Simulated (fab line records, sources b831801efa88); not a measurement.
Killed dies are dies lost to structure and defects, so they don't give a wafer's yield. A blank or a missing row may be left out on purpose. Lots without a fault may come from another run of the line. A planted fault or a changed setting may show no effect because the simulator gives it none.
A struck lot beside a sound one | flow sky130 | 17 steps out of a route of 708
Sound: wafers L526.3, L526.4, L526.5. Struck: wafers L522.1, L522.4, L522.5. The cause comes at the end.
At each step with rows: each side's tool, then ch and its chambers, then its first start. Under that, the readings that differ: sound wafers | struck wafers | difference of the means | sigmas: that difference in standard deviations of wafers without a fault.
alike: readings whose means differ by less than 2 such deviations, and words and numbers that are the same on both sides. not compared: withheld readings, readings that some wafer has no value for, bounds like >300 that may hide the same value, and numbers for which the record gives no deviation and whose values overlap.
The two part at a step that has a row with sigmas, a row that says differs or no value, or rows on one side only. Numbers that don't overlap but have no deviation are shown without sigmas and don't part them. A reading that every wafer of one side lacks parts them only if that side has two wafers or more.

first, 3 steps without rows for these wafers: SKY_SONOS_ONO_WET_ETCH_18 (etches Si3N4 in H3PO4, target depth 15 nm, time 166.1 s); SKY_GATE_OXIDE_CLEAN_00 (cleans in SC1/SC2, time 150 s); SKY_GATE_OXIDE_OXIDATION_01 (stabilise 600 s, purge 300 s, target thk 10.268 nm).
SKY_GATE_OXIDE_THK_MEAS_02:
  sound on film_metro-02, day 19 17:29; struck on film_metro-03, day 18 00:20
  alike: GATE_OXIDE_OXIDATION_00_THK
then, 7 steps without rows for these wafers: SKY_GATE_OXIDE_DEHYDRATE_03 (time 60 s); SKY_GATE_OXIDE_HMDS_04 (prime time 60 s); SKY_GATE_OXIDE_COAT_05 (resist thk 1140 nm); SKY_GATE_OXIDE_SOFTBAKE_06 (time 60 s); SKY_GATE_OXIDE_EXPOSE_07 (exposes mask LVOM, target cd 600 nm); SKY_GATE_OXIDE_PEB_08; SKY_GATE_OXIDE_DEVELOP_09 (develop time 60 s).
SKY_GATE_OXIDE_OVL_MEAS_10:
  sound on overlay-01, day 21 00:08; struck on overlay-02, day 19 06:08
  alike: GATE_OXIDE_OVL
SKY_GATE_OXIDE_IMPLANT_11:
  sound on implanter-01 ch 0, day 21 00:13; struck on implanter-01, day 19 06:10
  no value came back on the struck wafers for beam_energy_keV, beam_on_s (s); on the sound wafers beam_energy_keV reads 10.001 10.001 10.004
then, 1 step without rows for these wafers: SKY_GATE_OXIDE_WET_ETCH_12 (etches SiO2 in dHF, target depth 16.8 nm, time 336 s).
SKY_GATE_OXIDE_STRIP_13: strips in O2/N2.
  sound on plasma_asher-04 ch 0,1, day 21 00:27; struck on plasma_asher-02 ch 0, day 19 06:25
  alike: drypump_motor_current_A, oes_product_au, strip_time_to_endpoint_s
  not compared: rf_hours_counter_h
SKY_GATE_OXIDE_TW_MEAS_14:
  sound on film_metro-02, day 21 00:32; struck on film_metro-02, day 19 06:31
  reading       | sound             | struck         | difference | sigmas
  GATE_OXIDE_TW | 223.3 223.1 222.2 | 29.9 30.1 30.2 | -192.8     | -71
then, 1 step without rows for these wafers: SKY_GATE_OXIDE_CLEAN_15 (cleans in SC1/SC2, time 150 s).

WHERE THEY PART
First at SKY_GATE_OXIDE_IMPLANT_11; last, within this record, at SKY_GATE_OXIDE_TW_MEAS_14.

WHY: what the simulator had put in
Skipped step whole: implanter-01, from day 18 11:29 on, at SKY_GATE_OXIDE_IMPLANT_11. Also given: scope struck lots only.
